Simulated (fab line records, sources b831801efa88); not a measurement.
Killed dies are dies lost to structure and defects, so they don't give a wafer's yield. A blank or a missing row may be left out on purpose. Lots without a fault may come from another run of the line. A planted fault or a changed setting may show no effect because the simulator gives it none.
Problem report in the 8D (eight disciplines) form, filled by code | flow gf180mcu | the parts of the form that need people (team, actions taken, sign-off) are left out

1. THE PROBLEM
cd_nm at GF_M5_CD_MEAS_07 reads a mean of 341.0 nm on 6 wafers of 2 lots; wafers without a fault read 279.6 nm with a standard deviation of 1. That is +61 standard deviations from the usual mean.
The step: target cd 280 nm.
First seen on wafer L209.2, day 32 05:41, on cd_sem-01. The record holds 39 wafers of 13 lots with a number at this step. Rule for "out", or "out of limits": more than 4 standard deviations from the usual mean. The other wafers with a number count as sound.

2. WHAT IT IS AND WHAT IT IS NOT
question                    | is                     | is not
which readings at this step | cd_nm                  | -
which lots                  | L209, L210             | L189, L192, L193, L194, L195, L197, L198, L200, L203, L204, L211
which wafers of those lots  | all that have a number | -
read on which gauges        | cd_sem-01              | cd_sem-02
when                        | from day 32 05:41      | up to then (30 sound wafers); but 3 sound wafers of L211 came after

3. SUSPECTS, AND WHAT RULES EACH OUT
Counting: a tool at a process step up to the reading stays a suspect if it ran every lot that is out and no sound lot after the first of them.
- the gauge at GF_M5_CD_MEAS_07: ruled out. All the wafers that are out were read on cd_sem-01, but those of them that GF_M5_EXPOSE_04 has rows for are out there too, on other tools.
- krf_scanner-02 at GF_M5_EXPOSE_04 (exposes mask Metal5, target cd 280 nm): kept. It ran every lot that is out, first L209 (day 31 21:02), and no sound lot after that; its last sound lot up to then is L204 (day 30 15:13). Its own readings are out on those wafers: exposure_dose_mJ_cm2.
Left after counting: krf_scanner-02 at GF_M5_EXPOSE_04.

4. THE CAUSE (what the simulator had put in)
Process parameter drift: krf_scanner-02, from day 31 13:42 on, at GF_M5_EXPOSE_04. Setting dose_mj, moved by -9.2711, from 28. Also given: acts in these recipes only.
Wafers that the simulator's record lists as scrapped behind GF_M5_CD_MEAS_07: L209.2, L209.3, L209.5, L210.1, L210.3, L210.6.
Counting left only this tool.

5. THE CHAIN OF EFFECTS, in route order
Each row: a reading whose mean over the struck wafers that have a number lies more than 3 standard deviations from the usual. Only readings for which the record gives a usual standard deviation are gone through. hours: the time from each lot's start at the first step in this table that gives one to its start at this step, as a median over the lots. sigmas: the change in usual standard deviations.
hours | step             | reading              | usual    | on struck wafers | change | sigmas
0     | GF_M5_EXPOSE_04  | exposure_dose_mJ_cm2 | 28.02    | 18.64            | -9.38  | -67
9     | GF_M5_CD_MEAS_07 | cd_nm                | 279.6 nm | 341.0            | +61.4  | +61
The process steps in it:
- GF_M5_EXPOSE_04: exposes mask Metal5, target cd 280 nm.

6. WHAT WOULD HAVE CAUGHT IT SOONER
In this record the first reading out of limits at a measuring or inspecting step was taken at day 32 05:41, 16 hours after the fault began at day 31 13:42.
The tool's own readings at GF_M5_EXPOSE_04 were out on every struck wafer that the step has a row for (exposure_dose_mJ_cm2): an alarm limit on them would have fired on the first of those.
All the lots that are out (2) had begun GF_M5_EXPOSE_04 on krf_scanner-02 by day 32 05:41. A hold on the tool at that time would have spared none of them.
